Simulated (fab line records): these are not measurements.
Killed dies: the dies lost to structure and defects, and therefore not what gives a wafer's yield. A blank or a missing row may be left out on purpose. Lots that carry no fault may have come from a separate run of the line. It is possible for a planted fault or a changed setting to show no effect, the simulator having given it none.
A lot that was struck, set against a sound lot / flow sky130 / 21 out of 708 route steps
Sound: these wafers, L544.1, L544.4, L544.6. Wafers L542.1, L542.2, L542.3 were the ones struck. The cause is named last.
Per side, at each step with rows, come the tool, then ch with its chambers, and then its first start. Under that, the readings that differ: sound wafers / struck wafers / difference of the means / sigmas: that difference in standard deviations of wafers without a fault.
alike: same words and numbers on both sides, and readings whose means sit less than 2 such deviations apart. not compared: any withheld reading, any reading some wafer has no value for, any bound like >300 that may hide the same value, and any number with overlapping values for which the record gives no deviation.
Wherever a step has rows on one side only, a row that says differs or no value, or a row with sigmas, the two part there. Numbers that have no deviation but don't overlap get no sigmas and don't part them. A reading missing from all wafers of one side parts the sides only when that side holds two or more wafers.

SKY_SD_N_RS_MEAS_17: a four-point-probe measurement.
  sound on filmMetro-04, day 32 03:34; struck on filmMetro-01, day 31 14:42
  alike: SD_P_RS
SKY_SD_N_RS_MEAS_18: a four-point-probe measurement.
  sound on filmMetro-04, day 32 03:41; struck on filmMetro-01, day 31 14:49
  alike: RES_XHIGH_RS
then, 2 steps without rows for these wafers: SKY_SALICIDE_CLEAN_00 (cleans in HF-last, time 30 s); SKY_LI_CONTACT_HDPCVD_00 (deposits PSG, target thk 930 nm, time 155 s).
SKY_LI_CONTACT_THK_MEAS_01:
  sound on filmMetro-02, day 32 03:58; struck on filmMetro-02, day 31 15:04
  alike: LI_CONTACT_HDPCVD_THK
SKY_LI_CONTACT_CMP_02: polishes PSG.
  sound on cmp-01 ch 1,2,3, day 32 04:02; struck on cmp-02 ch 0,1,2, day 31 15:07
  alike: headPressurePsi, motorCurrentA, platenRpm, timeToEndpointS
SKY_LI_CONTACT_BOW_MEAS_03:
  sound on filmMetro-02, day 32 04:20; struck on filmMetro-01, day 31 15:25
  alike: LI_CONTACT_BOW
then, 5 steps without rows for these wafers: SKY_LI_CONTACT_DEHYDRATE_04 (time 60 s); SKY_LI_CONTACT_HMDS_05 (prime time 60 s); SKY_LI_CONTACT_COAT_06 (resist thk 60 nm); SKY_LI_CONTACT_COAT_07 (resist thk 450 nm); SKY_LI_CONTACT_SOFTBAKE_08 (time 90 s).
SKY_LI_CONTACT_EXPOSE_09: exposes mask LICM1, target cd 170 nm.
  sound on krfScanner-02 ch 0, day 32 19:16; struck on krfScanner-01 ch 0, day 32 05:17
  alike: mask, reticleTempC, stageVelMmS
then, 2 steps without rows for these wafers: SKY_LI_CONTACT_PEB_10; SKY_LI_CONTACT_DEVELOP_11 (develop time 60 s).
SKY_LI_CONTACT_CD_MEAS_12: the cd target is 170 nm.
  sound on cdSem-02, day 33 07:57; struck on cdSem-01, day 32 19:29
reading=cdNm (nm); sound=168.4 169.4 169.3; struck=- - -; difference=no value on the struck wafers; sigmas=
SKY_LI_CONTACT_OVL_MEAS_13:
  sound on overlay-01, day 33 08:04; struck on overlay-02, day 32 19:37
  alike: LI_CONTACT_OVL
SKY_LI_CONTACT_ETCH_14: etches BARC in N2/H2, stops on SiO2, time 45.9 s, target depth 60 nm.
  sound on rieDiel-01 ch 1,2,3, day 33 08:06; struck on rieDiel-04 ch 1,2,3, day 32 19:39
  alike: drypumpMotorCurrentA, oesProductAu, throttleValvePct
  not compared: rfHoursCounterH, model.LI_CONTACT.cdNm
SKY_LI_CONTACT_ETCH_15: etches PSG in C4F8/O2/Ar, stops on Si, target depth 600 nm.
  sound on rieDiel-01 ch 1,2,3, day 33 08:08; struck on rieDiel-04 ch 1,2,3, day 32 19:41
  alike: oesProductAu
  not compared: model.LI_CONTACT.cdNm
SKY_LI_CONTACT_STRIP_16: strips in O2/N2.
  sound on plasmaAsher-03 ch 0,1, day 33 08:14; struck on plasmaAsher-04 ch 0,1, day 32 19:47
  alike: drypumpMotorCurrentA, oesProductAu, stripTimeToEndpointS
  not compared: rfHoursCounterH
-- here the record skips 16 days between the struck wafers' starts before and after, leaving off in module LI_CONTACT and picking up in module PAD_OPEN (first step shown: number 708 of the route) --
SKY_PAD_OPEN_PROBE_99:
  sound on prober-01, day 49 00:40; struck on prober-01, day 48 14:06
reading=killedAtContacts; sound=28 31 34; struck=431 25 439; difference=+267; sigmas=+52
reading=killedDies; sound=84 77 97; struck=492 97 492; difference=+274; sigmas=+28
reading=killedOnRim; sound=22 16 18; struck=96 17 96; difference=+51; sigmas=+14
  alike: killed_at_M0_to_M3, killed_at_M4_up, killedAtFrontEnd, killedAtOther, killedOpen, killedShort

== WHERE THEY PART ==
First at SKY_LI_CONTACT_CD_MEAS_12; last, within this record, at SKY_PAD_OPEN_PROBE_99.

WHY: what the simulator had put in
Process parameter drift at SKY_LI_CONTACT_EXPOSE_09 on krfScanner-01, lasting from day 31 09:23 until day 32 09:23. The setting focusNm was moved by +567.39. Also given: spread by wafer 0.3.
